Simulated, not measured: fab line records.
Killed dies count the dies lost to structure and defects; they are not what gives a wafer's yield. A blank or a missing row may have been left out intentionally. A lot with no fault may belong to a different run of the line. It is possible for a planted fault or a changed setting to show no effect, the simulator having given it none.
Lot-split experiment / flow gf180mcu / 23 wafers read from 5 lots, route of 602 steps

ON THE SPLIT
At GF_V3_SPUTTER_22 (material TiN, target thk 10 nm, time 40 s), the setting time s was moved away from the recipe's 40 s on 10 of the 23 wafers read, by -9.0% to +14.5%. The other wafers ran this setting at the recipe's value.

The reading is taken at the split's own step.

THE READING
TiN_of_V3_SPUTTER_22.thk nm (the simulator's own value, which no gauge read), in nm, at GF_V3_SPUTTER_22 (material TiN, target thk 10 nm, time 40 s). The file gives no usual value for it. The 13 wafers here that ran the recipe average 9.826 nm, standard deviation 0.079 nm.

wafer=L074.1; tool, chamber at the split=pvd sputter-01, -; time s as run, s=36.41; against the recipe=-9.0%; TiN_of_V3_SPUTTER_22.thk nm, nm=9.093; against lot-mates on the recipe=-0.770
wafer=L074.2; tool, chamber at the split=pvd sputter-01, -; time s as run, s=36.41; against the recipe=-9.0%; TiN_of_V3_SPUTTER_22.thk nm, nm=9.063; against lot-mates on the recipe=-0.800
wafer=L074.4; tool, chamber at the split=pvd sputter-01, -; time s as run, s=40; against the recipe=recipe; TiN_of_V3_SPUTTER_22.thk nm, nm=9.829; against lot-mates on the recipe=-
wafer=L074.5; tool, chamber at the split=pvd sputter-01, -; time s as run, s=40; against the recipe=recipe; TiN_of_V3_SPUTTER_22.thk nm, nm=9.843; against lot-mates on the recipe=-
wafer=L074.6; tool, chamber at the split=pvd sputter-01, -; time s as run, s=40; against the recipe=recipe; TiN_of_V3_SPUTTER_22.thk nm, nm=9.916; against lot-mates on the recipe=-
wafer=L077.1; tool, chamber at the split=pvd sputter-01, -; time s as run, s=45.8; against the recipe=+14.5%; TiN_of_V3_SPUTTER_22.thk nm, nm=11.27; against lot-mates on the recipe=+1.366
wafer=L077.2; tool, chamber at the split=pvd sputter-01, -; time s as run, s=45.8; against the recipe=+14.5%; TiN_of_V3_SPUTTER_22.thk nm, nm=11.32; against lot-mates on the recipe=+1.416
wafer=L077.4; tool, chamber at the split=pvd sputter-01, -; time s as run, s=45.8; against the recipe=+14.5%; TiN_of_V3_SPUTTER_22.thk nm, nm=11.2; against lot-mates on the recipe=+1.296
wafer=L077.5; tool, chamber at the split=pvd sputter-01, -; time s as run, s=40; against the recipe=recipe; TiN_of_V3_SPUTTER_22.thk nm, nm=9.876; against lot-mates on the recipe=-
wafer=L077.6; tool, chamber at the split=pvd sputter-01, -; time s as run, s=40; against the recipe=recipe; TiN_of_V3_SPUTTER_22.thk nm, nm=9.933; against lot-mates on the recipe=-
wafer=L079.1; tool, chamber at the split=pvd sputter-02, -; time s as run, s=40; against the recipe=recipe; TiN_of_V3_SPUTTER_22.thk nm, nm=9.756; against lot-mates on the recipe=-
wafer=L079.3; tool, chamber at the split=pvd sputter-02, -; time s as run, s=40; against the recipe=recipe; TiN_of_V3_SPUTTER_22.thk nm, nm=9.843; against lot-mates on the recipe=-
wafer=L079.6; tool, chamber at the split=pvd sputter-02, -; time s as run, s=40; against the recipe=recipe; TiN_of_V3_SPUTTER_22.thk nm, nm=9.852; against lot-mates on the recipe=-
wafer=L078.1; tool, chamber at the split=pvd sputter-01, -; time s as run, s=40; against the recipe=recipe; TiN_of_V3_SPUTTER_22.thk nm, nm=9.658; against lot-mates on the recipe=-
wafer=L078.2; tool, chamber at the split=pvd sputter-01, -; time s as run, s=40; against the recipe=recipe; TiN_of_V3_SPUTTER_22.thk nm, nm=9.687; against lot-mates on the recipe=-
wafer=L078.4; tool, chamber at the split=pvd sputter-01, -; time s as run, s=40; against the recipe=recipe; TiN_of_V3_SPUTTER_22.thk nm, nm=9.873; against lot-mates on the recipe=-
wafer=L078.5; tool, chamber at the split=pvd sputter-01, -; time s as run, s=44.04; against the recipe=+10.1%; TiN_of_V3_SPUTTER_22.thk nm, nm=10.86; against lot-mates on the recipe=+1.121
wafer=L078.6; tool, chamber at the split=pvd sputter-01, -; time s as run, s=44.04; against the recipe=+10.1%; TiN_of_V3_SPUTTER_22.thk nm, nm=10.75; against lot-mates on the recipe=+1.011
wafer=L084.1; tool, chamber at the split=pvd sputter-01, -; time s as run, s=40; against the recipe=recipe; TiN_of_V3_SPUTTER_22.thk nm, nm=9.874; against lot-mates on the recipe=-
wafer=L084.2; tool, chamber at the split=pvd sputter-01, -; time s as run, s=40; against the recipe=recipe; TiN_of_V3_SPUTTER_22.thk nm, nm=9.795; against lot-mates on the recipe=-
wafer=L084.3; tool, chamber at the split=pvd sputter-01, -; time s as run, s=42.36; against the recipe=+5.9%; TiN_of_V3_SPUTTER_22.thk nm, nm=10.38; against lot-mates on the recipe=+0.546
wafer=L084.5; tool, chamber at the split=pvd sputter-01, -; time s as run, s=42.36; against the recipe=+5.9%; TiN_of_V3_SPUTTER_22.thk nm, nm=10.42; against lot-mates on the recipe=+0.585
wafer=L084.6; tool, chamber at the split=pvd sputter-01, -; time s as run, s=42.36; against the recipe=+5.9%; TiN_of_V3_SPUTTER_22.thk nm, nm=10.5; against lot-mates on the recipe=+0.665

THE FIT
A straight line over all 23 wafers: TiN_of_V3_SPUTTER_22.thk nm changes by +0.0954 nm for each +1% of time s; r = +0.99; the points scatter about the line by 0.078 nm.
The same after taking each lot's own level away (the mean of its wafers on the recipe; 23 wafers): +0.0946 nm for each +1%; r = +0.99; scatter 0.067 nm.
According to that fit, moving time s by its largest amount changes the reading by 1.4 nm.
Measured against the standard deviation above, the lots' own levels, which go from 9.7393 to 9.9045 nm, span 2.1 times it.
The two slopes agree, so the slope changes little with the lot-to-lot level.
Check: for one of the wafers moved furthest among these (+14.5%), held out of the fit, the line's prediction against its lot-mates is +1.4 nm. Against them it came out at +1.37 nm.

THESE WAFERS: OTHER SPLITS
Note: prior to the reading, these wafers also went through further splits. Each is held against what the fit with the lots' levels taken away leaves over:
other split on the same wafers=GF_M3_SPUTTER_02 power w; wafers away from the commonest value=8; r with TiN_of_V3_SPUTTER_22.thk nm (lot level and that fit taken away)=+0.06

FILE'S OWN FIT
TiN_of_V3_SPUTTER_22.thk nm changes by +0.096 nm for each +1% of time s, r = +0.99.
